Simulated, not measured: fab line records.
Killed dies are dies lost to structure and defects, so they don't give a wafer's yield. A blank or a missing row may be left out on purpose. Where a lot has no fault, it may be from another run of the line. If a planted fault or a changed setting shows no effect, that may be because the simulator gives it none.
Which tool is to blame? / flow sky130 / 39 wafers from 13 lots sampled at 2 of the route's 708 steps

== WHAT EACH GAUGE READ, for each wafer ==
SKY_RES_XHIGH_TW_MEAS_09. Usual: RES_XHIGH_TW 1639, standard deviation 8.2.
lot=L480; measured=day 27 05:55; on=film_metro-01; RES_XHIGH_TW=1639 1639 1640; flag=
lot=L481; measured=day 28 02:29; on=film_metro-02; RES_XHIGH_TW=1650 1637 1640; flag=
lot=L484; measured=day 28 15:50; on=film_metro-01; RES_XHIGH_TW=1651 1642 1645; flag=
lot=L485; measured=day 28 21:25; on=film_metro-02; RES_XHIGH_TW=1645 1645 1649; flag=
lot=L486; measured=day 29 16:43; on=film_metro-03; RES_XHIGH_TW=1638 1639 1643; flag=
lot=L487; measured=day 30 02:46; on=film_metro-02; RES_XHIGH_TW=1634 1635 1637; flag=
lot=L488; measured=day 30 03:53; on=film_metro-03; RES_XHIGH_TW=1633 1627 1637; flag=
lot=L490; measured=day 30 13:13; on=film_metro-03; RES_XHIGH_TW=30 30 30; flag=OFF
lot=L491; measured=day 30 22:43; on=film_metro-03; RES_XHIGH_TW=1632 1630 1637; flag=
lot=L492; measured=day 31 07:58; on=film_metro-01; RES_XHIGH_TW=1643 1640 1644; flag=
lot=L496; measured=day 32 20:31; on=film_metro-03; RES_XHIGH_TW=1638 1657 1646; flag=
lot=L499; measured=day 33 14:50; on=film_metro-03; RES_XHIGH_TW=1622 1622 1634; flag=
lot=L501; measured=day 34 04:16; on=film_metro-02; RES_XHIGH_TW=1646 1643 1644; flag=

== WHICH TOOL RAN EACH LOT (tool, then ch and the chambers of the sampled wafers, then the start) ==
lot=L480; SKY_RES_XHIGH_EXPOSE_04=iline_stepper-02 ch 0, day 26 15:00
lot=L481; SKY_RES_XHIGH_EXPOSE_04=iline_stepper-01 ch 0, day 27 11:07
lot=L484; SKY_RES_XHIGH_EXPOSE_04=iline_stepper-02 ch 0, day 28 01:58
lot=L485; SKY_RES_XHIGH_EXPOSE_04=iline_stepper-02 ch 0, day 28 07:44
lot=L486; SKY_RES_XHIGH_EXPOSE_04=iline_stepper-02 ch 0, day 29 01:46
lot=L487; SKY_RES_XHIGH_EXPOSE_04=iline_stepper-02 ch 0, day 29 13:16
lot=L488; SKY_RES_XHIGH_EXPOSE_04=iline_stepper-02 ch 0, day 29 14:17
lot=L490; SKY_RES_XHIGH_EXPOSE_04=iline_stepper-02 ch 0, day 29 23:44
lot=L491; SKY_RES_XHIGH_EXPOSE_04=iline_stepper-01 ch 0, day 30 08:12
lot=L492; SKY_RES_XHIGH_EXPOSE_04=iline_stepper-02 ch 0, day 30 18:12
lot=L496; SKY_RES_XHIGH_EXPOSE_04=iline_stepper-01 ch 0, day 32 06:58
lot=L499; SKY_RES_XHIGH_EXPOSE_04=iline_stepper-01 ch 0, day 33 00:44
lot=L501; SKY_RES_XHIGH_EXPOSE_04=iline_stepper-02 ch 0, day 33 14:36
- SKY_RES_XHIGH_EXPOSE_04: exposes mask URPM, target cd 1270 nm.

== AS READ BY THE TOOLS THEMSELVES (means over the sampled wafers that have a number; for cases with no such wafer, the mark the record gives instead) ==
The record holds no such reading with a usual standard deviation.

== THE ANSWER, worked out from the rows above alone ==
Rule: take the mean of a lot's wafers that have a number; if it is more than 3 standard deviations from the usual mean, the lot is off. A lot without any number at a reading at which 4 lots or more have one is off too. The other lots that the step has rows for count as sound. After the gauges, taken in route order, come the tools' own readings; for these a lot's mean is taken, as printed above. The first step at which some lot is off is used, and at that step the reading that is off furthest; a lot without a number counts as furthest.
Off: L490, seen at SKY_RES_XHIGH_TW_MEAS_09 (RES_XHIGH_TW).
A tool fits if, at a process step before that reading, it ran every lot that is off, and no sound lot after the first of them. Gauges at SKY_RES_XHIGH_TW_MEAS_09: tried the same way as those tools. None of those tried fits.

== WHAT HAD BEEN PUT IN BY THE SIMULATOR ==
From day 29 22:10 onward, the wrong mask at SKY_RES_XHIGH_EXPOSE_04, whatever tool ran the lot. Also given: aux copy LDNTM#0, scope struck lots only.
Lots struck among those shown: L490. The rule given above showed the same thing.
